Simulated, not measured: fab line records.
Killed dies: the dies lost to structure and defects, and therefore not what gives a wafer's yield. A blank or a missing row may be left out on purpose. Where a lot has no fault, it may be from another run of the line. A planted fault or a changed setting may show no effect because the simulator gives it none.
Chamber matching :: flow gf180mcu :: GF_V1_CMP_26 on cmp-01: 4 sister chambers
The step polishes, stops on SiO2, t overpolish 15 s, target thk 0 nm. 14 wafers are shown with their chamber, then 7 later ones without.

## WAFERS PAIRED WITH THEIR CHAMBERS
wafer: L268.3
chamber: 1
motor_current_A (A): 9.7
time_to_endpoint_s (s): 88
retaining_ring_pressure_frac: 0.998

wafer: L268.4
chamber: 3
motor_current_A (A): 12.8
time_to_endpoint_s (s): 82
retaining_ring_pressure_frac: 0.994

wafer: L268.5
chamber: 2
motor_current_A (A): 10.4
time_to_endpoint_s (s): 87
retaining_ring_pressure_frac: 1.006

wafer: L270.2
chamber: 0
motor_current_A (A): 9.6
time_to_endpoint_s (s): 84
retaining_ring_pressure_frac: 1.000

wafer: L270.4
chamber: 3
motor_current_A (A): 12.6
time_to_endpoint_s (s): 77
retaining_ring_pressure_frac: 1.003

wafer: L270.6
chamber: 2
motor_current_A (A): 10.2
time_to_endpoint_s (s): 81
retaining_ring_pressure_frac: 1.000

wafer: L274.3
chamber: 0
motor_current_A (A): 9.3
time_to_endpoint_s (s): 85
retaining_ring_pressure_frac: 1.002

wafer: L274.5
chamber: 1
motor_current_A (A): 9.1
time_to_endpoint_s (s): 89
retaining_ring_pressure_frac: 0.998

wafer: L274.6
chamber: 2
motor_current_A (A): 11.1
time_to_endpoint_s (s): 87
retaining_ring_pressure_frac: 1.002

wafer: L276.3
chamber: 0
motor_current_A (A): 9.6
time_to_endpoint_s (s): 88
retaining_ring_pressure_frac: 0.999

wafer: L276.4
chamber: 3
motor_current_A (A): 13.1
time_to_endpoint_s (s): 80
retaining_ring_pressure_frac: 0.992

wafer: L276.6
chamber: 2
motor_current_A (A): 11.4
time_to_endpoint_s (s): 88
retaining_ring_pressure_frac: 1.005

wafer: L278.2
chamber: 3
motor_current_A (A): 13.4
time_to_endpoint_s (s): 84
retaining_ring_pressure_frac: 1.007

wafer: L278.5
chamber: 3
motor_current_A (A): 12.7
time_to_endpoint_s (s): 82
retaining_ring_pressure_frac: 0.994

SIGNATURES, as means of the wafers listed above
reading: motor_current_A
chamber 0: 9.500
chamber 1: 9.400
chamber 2: 10.775
chamber 3: 12.920
scatter within a chamber: 0.404

reading: time_to_endpoint_s
chamber 0: 85.67
chamber 1: 88.50
chamber 2: 85.75
chamber 3: 81.00
scatter within a chamber: 2.61

reading: retaining_ring_pressure_frac
chamber 0: 1.00033
chamber 1: 0.99800
chamber 2: 1.00325
chamber 3: 0.99800
scatter within a chamber: 0.00449
Rule: a wafer lies at a distance from a chamber equal to the root of the sum of squares, over the readings, of (its reading less the chamber's mean, divided by the reading's scatter). If the next closest chamber is less than 2 further off than the closest, the wafer can't be placed; otherwise it belongs to the closest. The scatter: take each reading less its chamber's mean, square it, sum over the shown wafers, divide by the number of wafers less the number of chambers, and take the root.

## WAFERS WITHOUT THEIR CHAMBER
wafer: L278.6
motor_current_A (A): 9.5
time_to_endpoint_s (s): 88
retaining_ring_pressure_frac: 1.001

wafer: L281.2
motor_current_A (A): 12.6
time_to_endpoint_s (s): 81
retaining_ring_pressure_frac: 0.994

wafer: L281.3
motor_current_A (A): 11.2
time_to_endpoint_s (s): 90
retaining_ring_pressure_frac: 1.003

wafer: L281.6
motor_current_A (A): 9.1
time_to_endpoint_s (s): 92
retaining_ring_pressure_frac: 1.002

wafer: L287.2
motor_current_A (A): 10.2
time_to_endpoint_s (s): 83
retaining_ring_pressure_frac: 1.004

wafer: L287.4
motor_current_A (A): 8.9
time_to_endpoint_s (s): 88
retaining_ring_pressure_frac: 1.001

wafer: L287.5
motor_current_A (A): 9.3
time_to_endpoint_s (s): 82
retaining_ring_pressure_frac: 1.004

## WHICH CHAMBER EACH ONE RAN IN
wafer: L278.6
from the rows above: can't be placed: 1 or 0
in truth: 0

wafer: L281.2
from the rows above: 3
in truth: 3

wafer: L281.3
from the rows above: 2
in truth: 2

wafer: L281.6
from the rows above: can't be placed: 1 or 0
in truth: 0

wafer: L287.2
from the rows above: can't be placed: 2 or 0 or 1
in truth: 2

wafer: L287.4
from the rows above: can't be placed: 1 or 0
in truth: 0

wafer: L287.5
from the rows above: can't be placed: 0 or 1
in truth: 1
Correct placement for 2 of the 7. Not placeable from these rows: 5 (in 5, the candidates include the true chamber). Wrongly placed: 0.
